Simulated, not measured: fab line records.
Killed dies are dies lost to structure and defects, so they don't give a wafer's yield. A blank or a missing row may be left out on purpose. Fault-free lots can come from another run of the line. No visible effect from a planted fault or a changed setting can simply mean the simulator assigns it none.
Split-lot study / flow sky130 / 23 wafers read from 5 lots, route of 708 steps

THE SPLIT ITSELF
At SKY_LDD_LDN_SOFTBAKE_03 (time 60 s), the setting temp c was moved away from the recipe's 90 C on 9 of the 23 wafers read, by -3.9% to +1.1%. The other wafers ran this setting at the recipe's value.

FROM THE SPLIT TO THE READING: what the file shows between them, 2 steps
- SKY_LDD_LDN_EXPOSE_04: exposes mask LDNTM, target cd 700 nm
- SKY_LDD_LDN_PEB_05

THE READING
NOVOLAK_of_LDD_LDN_COAT_02.thk nm (the simulator's own value, which no gauge read), in nm, at SKY_LDD_LDN_DEVELOP_06 (develop time 60 s). No usual value for it is given in the file. Average 1140 nm, standard deviation 3.2 nm, over the 14 wafers here run with the recipe.

wafer=L079.1; tool, chamber at the split=litho track-01, 0; temp c as run, C=90; against the recipe=recipe; NOVOLAK_of_LDD_LDN_COAT_02.thk nm, nm=1141; against lot-mates on the recipe=-
wafer=L079.2; tool, chamber at the split=litho track-01, 0; temp c as run, C=90; against the recipe=recipe; NOVOLAK_of_LDD_LDN_COAT_02.thk nm, nm=1145; against lot-mates on the recipe=-
wafer=L079.3; tool, chamber at the split=litho track-01, 0; temp c as run, C=86.52; against the recipe=-3.9%; NOVOLAK_of_LDD_LDN_COAT_02.thk nm, nm=1150; against lot-mates on the recipe=+8
wafer=L079.4; tool, chamber at the split=litho track-01, 0; temp c as run, C=90; against the recipe=recipe; NOVOLAK_of_LDD_LDN_COAT_02.thk nm, nm=1140; against lot-mates on the recipe=-
wafer=L079.6; tool, chamber at the split=litho track-01, 0; temp c as run, C=86.52; against the recipe=-3.9%; NOVOLAK_of_LDD_LDN_COAT_02.thk nm, nm=1151; against lot-mates on the recipe=+9
wafer=L080.1; tool, chamber at the split=litho track-02, 0; temp c as run, C=87.02; against the recipe=-3.3%; NOVOLAK_of_LDD_LDN_COAT_02.thk nm, nm=1151; against lot-mates on the recipe=+14
wafer=L080.2; tool, chamber at the split=litho track-02, 0; temp c as run, C=90; against the recipe=recipe; NOVOLAK_of_LDD_LDN_COAT_02.thk nm, nm=1136; against lot-mates on the recipe=-
wafer=L080.4; tool, chamber at the split=litho track-02, 0; temp c as run, C=90; against the recipe=recipe; NOVOLAK_of_LDD_LDN_COAT_02.thk nm, nm=1139; against lot-mates on the recipe=-
wafer=L080.5; tool, chamber at the split=litho track-02, 0; temp c as run, C=87.02; against the recipe=-3.3%; NOVOLAK_of_LDD_LDN_COAT_02.thk nm, nm=1150; against lot-mates on the recipe=+13
wafer=L080.6; tool, chamber at the split=litho track-02, 0; temp c as run, C=90; against the recipe=recipe; NOVOLAK_of_LDD_LDN_COAT_02.thk nm, nm=1137; against lot-mates on the recipe=-
wafer=L081.1; tool, chamber at the split=litho track-01, 0; temp c as run, C=90; against the recipe=recipe; NOVOLAK_of_LDD_LDN_COAT_02.thk nm, nm=1141; against lot-mates on the recipe=-
wafer=L081.2; tool, chamber at the split=litho track-01, 0; temp c as run, C=90; against the recipe=recipe; NOVOLAK_of_LDD_LDN_COAT_02.thk nm, nm=1141; against lot-mates on the recipe=-
wafer=L081.3; tool, chamber at the split=litho track-01, 0; temp c as run, C=90; against the recipe=recipe; NOVOLAK_of_LDD_LDN_COAT_02.thk nm, nm=1140; against lot-mates on the recipe=-
wafer=L084.2; tool, chamber at the split=litho track-02, 0; temp c as run, C=86.68; against the recipe=-3.7%; NOVOLAK_of_LDD_LDN_COAT_02.thk nm, nm=1145; against lot-mates on the recipe=+8
wafer=L084.3; tool, chamber at the split=litho track-02, 0; temp c as run, C=90; against the recipe=recipe; NOVOLAK_of_LDD_LDN_COAT_02.thk nm, nm=1137; against lot-mates on the recipe=-
wafer=L084.4; tool, chamber at the split=litho track-02, 0; temp c as run, C=86.68; against the recipe=-3.7%; NOVOLAK_of_LDD_LDN_COAT_02.thk nm, nm=1146; against lot-mates on the recipe=+10
wafer=L084.5; tool, chamber at the split=litho track-02, 0; temp c as run, C=86.68; against the recipe=-3.7%; NOVOLAK_of_LDD_LDN_COAT_02.thk nm, nm=1148; against lot-mates on the recipe=+12
wafer=L084.6; tool, chamber at the split=litho track-02, 0; temp c as run, C=90; against the recipe=recipe; NOVOLAK_of_LDD_LDN_COAT_02.thk nm, nm=1136; against lot-mates on the recipe=-
wafer=L085.1; tool, chamber at the split=litho track-01, 0; temp c as run, C=91; against the recipe=+1.1%; NOVOLAK_of_LDD_LDN_COAT_02.thk nm, nm=1145; against lot-mates on the recipe=+1
wafer=L085.2; tool, chamber at the split=litho track-01, 0; temp c as run, C=90; against the recipe=recipe; NOVOLAK_of_LDD_LDN_COAT_02.thk nm, nm=1145; against lot-mates on the recipe=-
wafer=L085.3; tool, chamber at the split=litho track-01, 0; temp c as run, C=90; against the recipe=recipe; NOVOLAK_of_LDD_LDN_COAT_02.thk nm, nm=1141; against lot-mates on the recipe=-
wafer=L085.5; tool, chamber at the split=litho track-01, 0; temp c as run, C=90; against the recipe=recipe; NOVOLAK_of_LDD_LDN_COAT_02.thk nm, nm=1146; against lot-mates on the recipe=-
wafer=L085.6; tool, chamber at the split=litho track-01, 0; temp c as run, C=91; against the recipe=+1.1%; NOVOLAK_of_LDD_LDN_COAT_02.thk nm, nm=1139; against lot-mates on the recipe=-5

FIT RESULTS
A straight line over all 23 wafers: NOVOLAK_of_LDD_LDN_COAT_02.thk nm changes by -2.03 nm for each +1% of temp c; r = -0.75; the points scatter about the line by 3.3 nm.
The same after taking each lot's own level away (the mean of its wafers on the recipe; 23 wafers): -2.74 nm for each +1%; r = -0.92; scatter 2.2 nm.
The reading moves by 11 nm for the largest change in temp c, on that fit.
Across the lots, their own levels run from 1136.5 to 1144.0 nm, a range of 2.4 times the standard deviation given above.
So the lot-to-lot level blurs the effect unless lot-mates are compared.
Check: +11.4 nm against its lot-mates is what the line predicts for one of the wafers moved furthest among these (-3.9%) when that wafer is left out of the fit. Against them it came out at +8 nm.

THE OTHER SPLITS THESE WAFERS WENT THROUGH
Before the reading, these wafers also passed through other splits. Each is held against what the fit with the lots' levels taken away leaves over:
other split on the same wafers=SKY_VT_ADJUST_HVTR_EXPOSE_04 dose mj; wafers away from the commonest value=9; r with NOVOLAK_of_LDD_LDN_COAT_02.thk nm (lot level and that fit taken away)=+0.13
other split on the same wafers=SKY_SONOS_TUNNEL_SOFTBAKE_03 temp c; wafers away from the commonest value=9; r with NOVOLAK_of_LDD_LDN_COAT_02.thk nm (lot level and that fit taken away)=+0.25
other split on the same wafers=SKY_SONOS_ONO_CVD_04 time s; wafers away from the commonest value=10; r with NOVOLAK_of_LDD_LDN_COAT_02.thk nm (lot level and that fit taken away)=-0.13
other split on the same wafers=SKY_SONOS_ONO_COAT_08 spin rpm; wafers away from the commonest value=7; r with NOVOLAK_of_LDD_LDN_COAT_02.thk nm (lot level and that fit taken away)=-0.65
other split on the same wafers=SKY_GATE_OXIDE_CLEAN_15 time s; wafers away from the commonest value=10; r with NOVOLAK_of_LDD_LDN_COAT_02.thk nm (lot level and that fit taken away)=-0.20
other split on the same wafers=SKY_POLY_GATE_CVD_03 pressure mtorr; wafers away from the commonest value=10; r with NOVOLAK_of_LDD_LDN_COAT_02.thk nm (lot level and that fit taken away)=+0.14
other split on the same wafers=SKY_POLY_GATE_OXIDATION_20 ox time s; wafers away from the commonest value=18; r with NOVOLAK_of_LDD_LDN_COAT_02.thk nm (lot level and that fit taken away)=-0.21
other split on the same wafers=SKY_LDD_N_IMPLANT_09 energy kev; wafers away from the commonest value=5; r with NOVOLAK_of_LDD_LDN_COAT_02.thk nm (lot level and that fit taken away)=-0.17
other split on the same wafers=SKY_LDD_N_IMPLANT_15 energy kev; wafers away from the commonest value=8; r with NOVOLAK_of_LDD_LDN_COAT_02.thk nm (lot level and that fit taken away)=+0.05
other split on the same wafers=SKY_LDD_P_IMPLANT_09 energy kev; wafers away from the commonest value=9; r with NOVOLAK_of_LDD_LDN_COAT_02.thk nm (lot level and that fit taken away)=+0.17

FILE'S OWN FIT
NOVOLAK_of_LDD_LDN_COAT_02.thk nm changes by -2.8 nm for each +1% of temp c, r = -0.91.
